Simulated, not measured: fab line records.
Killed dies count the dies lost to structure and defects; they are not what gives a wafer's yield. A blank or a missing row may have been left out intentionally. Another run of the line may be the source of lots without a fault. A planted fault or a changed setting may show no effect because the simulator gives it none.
The tool behind it: which one? ; flow sky130 ; 13 lots with 39 wafers sampled at 4 steps, on a route of 708 steps

WHAT THE GAUGES SHOWED, per wafer
SKY_NWELL_THK_MEAS_02.
lot;measured;on;NWELL_OXIDATION_THK (nm)
L417;day 2 13:20;film_metro-02;9.67 9.91 9.95
L418;day 2 19:37;film_metro-04;10.18 10.00 10.10
L419;day 2 22:12;film_metro-04;9.86 9.66 9.74
L420;day 3 04:06;film_metro-04;10.03 10.16 9.86
L422;day 3 16:34;film_metro-02;10.01 9.63 9.80
L424;day 4 00:32;film_metro-04;9.79 9.75 9.82
L427;day 4 15:41;film_metro-02;9.75 9.85 9.75
L428;day 4 21:35;film_metro-04;9.73 9.90 9.84
L429;day 5 00:24;film_metro-04;9.73 9.98 9.62
L430;day 5 07:02;film_metro-04;9.93 10.08 10.09
L433;day 6 04:07;film_metro-01;10.02 9.95 10.17
L434;day 6 13:47;film_metro-01;10.00 10.22 10.23
L440;day 7 14:56;film_metro-04;9.99 10.18 10.08

SKY_VT_ADJUST_HVTR_TW_MEAS_11.
lot;measured;on;VT_ADJUST_HVTR_TW
L417;day 9 08:09;film_metro-01;208.4 208.5 208.0
L418;day 9 18:02;film_metro-02;210.6 210.4 210.5
L419;day 10 02:06;film_metro-02;211.7 210.2 211.8
L420;day 10 09:28;film_metro-04;211.7 211.5 213.3
L422;day 11 02:53;film_metro-01;206.6 208.8 208.2
L424;day 11 12:15;film_metro-02;212.1 211.8 210.3
L427;day 12 10:50;film_metro-02;211.8 211.1 211.2
L428;day 12 15:44;film_metro-04;212.2 212.7 212.4
L429;day 12 23:49;film_metro-02;211.6 212.2 211.8
L430;day 13 07:22;film_metro-01;207.8 207.3 208.0
L433;day 14 10:45;film_metro-02;211.9 211.4 210.2
L434;day 15 00:09;film_metro-04;213.0 211.5 213.3
L440;day 16 10:54;film_metro-01;210.1 209.0 208.4

TOOL THAT RAN EACH LOT (tool first, then ch and the chambers of the sampled wafers, then the start)
lot;SKY_FIELD_ISO_CVD_24;SKY_VT_ADJUST_LVTN_STRIP_09
L417;hdpcvd-01 ch 0,1,2, day 2 06:13;plasma_asher-04 ch 0,1, day 6 18:40
L418;hdpcvd-02 ch 0,1, day 2 13:52;plasma_asher-02 ch 0,1, day 7 04:13
L419;hdpcvd-02 ch 1,2, day 2 16:45;plasma_asher-01 ch 0,1, day 7 10:04
L420;hdpcvd-01 ch 0,1, day 2 22:17;plasma_asher-04 ch 0,1, day 7 17:07
L422;hdpcvd-01 ch 0,1,2, day 3 11:49;plasma_asher-02 ch 0,1, day 8 10:01
L424;hdpcvd-01 ch 0,1,2, day 3 20:35;plasma_asher-01 ch 0,1, day 8 18:10
L427;hdpcvd-02 ch 1,2, day 4 11:35;plasma_asher-04 ch 0,1, day 9 13:05
L428;hdpcvd-01 ch 0,1, day 4 15:58;plasma_asher-04 ch 0,1, day 9 19:34
L429;hdpcvd-02 ch 0,1,2, day 4 20:26;plasma_asher-01 ch 0,1, day 10 02:14
L430;hdpcvd-02 ch 0,1,2, day 5 02:58;plasma_asher-04 ch 0,1, day 10 09:10
L433;hdpcvd-01 ch 0,1, day 5 18:34;plasma_asher-04 ch 0, day 11 09:28
L434;hdpcvd-02 ch 0,1, day 6 06:42;plasma_asher-04 ch 0,1, day 11 22:43
L440;hdpcvd-01 ch 1,2, day 7 07:30;plasma_asher-04 ch 0,1, day 13 04:51
- SKY_FIELD_ISO_CVD_24: deposits SiO2, target thk 595 nm, time 99.2 s.
- SKY_VT_ADJUST_LVTN_STRIP_09: strips in O2/N2.

AS READ BY THE TOOLS THEMSELVES (means over the sampled wafers that have a number; for cases with no such wafer, the mark the record gives instead)
SKY_FIELD_ISO_CVD_24.
lot;tool;pressure_mtorr (mTorr)
L417;hdpcvd-01;6.000
L418;hdpcvd-02;6.011
L419;hdpcvd-02;6.002
L420;hdpcvd-01;5.998
L422;hdpcvd-01;6.004
L424;hdpcvd-01;5.984
L427;hdpcvd-02;5.999
L428;hdpcvd-01;5.999
L429;hdpcvd-02;6.006
L430;hdpcvd-02;5.995
L433;hdpcvd-01;6.011
L434;hdpcvd-02;5.596
L440;hdpcvd-01;6.001

SKY_VT_ADJUST_LVTN_STRIP_09.
lot;tool;drypump_motor_current_A (A);oes_product_au (a.u.);strip_time_to_endpoint_s (s)
L417;plasma_asher-04;6.0;0.720;36.99
L418;plasma_asher-02;6.1;0.726;36.80
L419;plasma_asher-01;5.4;0.726;36.89
L420;plasma_asher-04;6.0;0.722;36.92
L422;plasma_asher-02;6.0;0.721;36.82
L424;plasma_asher-01;5.7;0.724;36.94
L427;plasma_asher-04;6.0;0.721;36.81
L428;plasma_asher-04;6.2;0.723;36.95
L429;plasma_asher-01;5.4;0.722;36.92
L430;plasma_asher-04;6.0;0.722;36.92
L433;plasma_asher-04;5.9;0.722;37.01
L434;plasma_asher-04;6.0;0.718;37.04
L440;plasma_asher-04;6.0;0.720;36.96

THE ANSWER, worked out from the rows above alone
Rule: the usual values come from the lots themselves. The widest of any qualifying gaps counts: lots, ordered by their means at a reading, are off when they make up no more than a third of the lots, leave a main group of 4 or more, and stand apart from it by 3 or more times the standard deviation of that group's means. Not used: any main group whose means are identical at the precision the tables above print for the reading. A lot without any number at a reading at which 4 lots or more have one is off too. The other lots that the step has rows for count as sound. After the gauges, taken in route order, come the tools' own readings; for these a lot's mean is taken, as printed above. At the first step where some lot is off, the reading lying furthest off is the one used; lots without a number count as furthest.
Off: L434 (SKY_FIELD_ISO_CVD_24, pressure_mtorr). The main group: mean 6.001 mTorr, standard deviation 0.0069.
A tool fits if, at that step or a process step before it, it ran every lot that is off, and no sound lot after the first of them. One candidate fits, namely hdpcvd-02 at SKY_FIELD_ISO_CVD_24. A fault onset in the window from L430 (day 5 02:58, its last sound lot) to L434 (day 6 06:42, its first lot off) fits.
The tool's own readings at SKY_FIELD_ISO_CVD_24 bear it out: on the lots that are off they differ by more than 5 times the standard deviation of the sound lots' means. pressure_mtorr reads 5.596 mTorr there against 6.001 mTorr on the sound lots.

WHAT THE SIMULATOR HAD PUT IN
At SKY_FIELD_ISO_CVD_24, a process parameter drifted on hdpcvd-02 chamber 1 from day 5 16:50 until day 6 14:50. Setting pressure_mtorr shifted by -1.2 from 6. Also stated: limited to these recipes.
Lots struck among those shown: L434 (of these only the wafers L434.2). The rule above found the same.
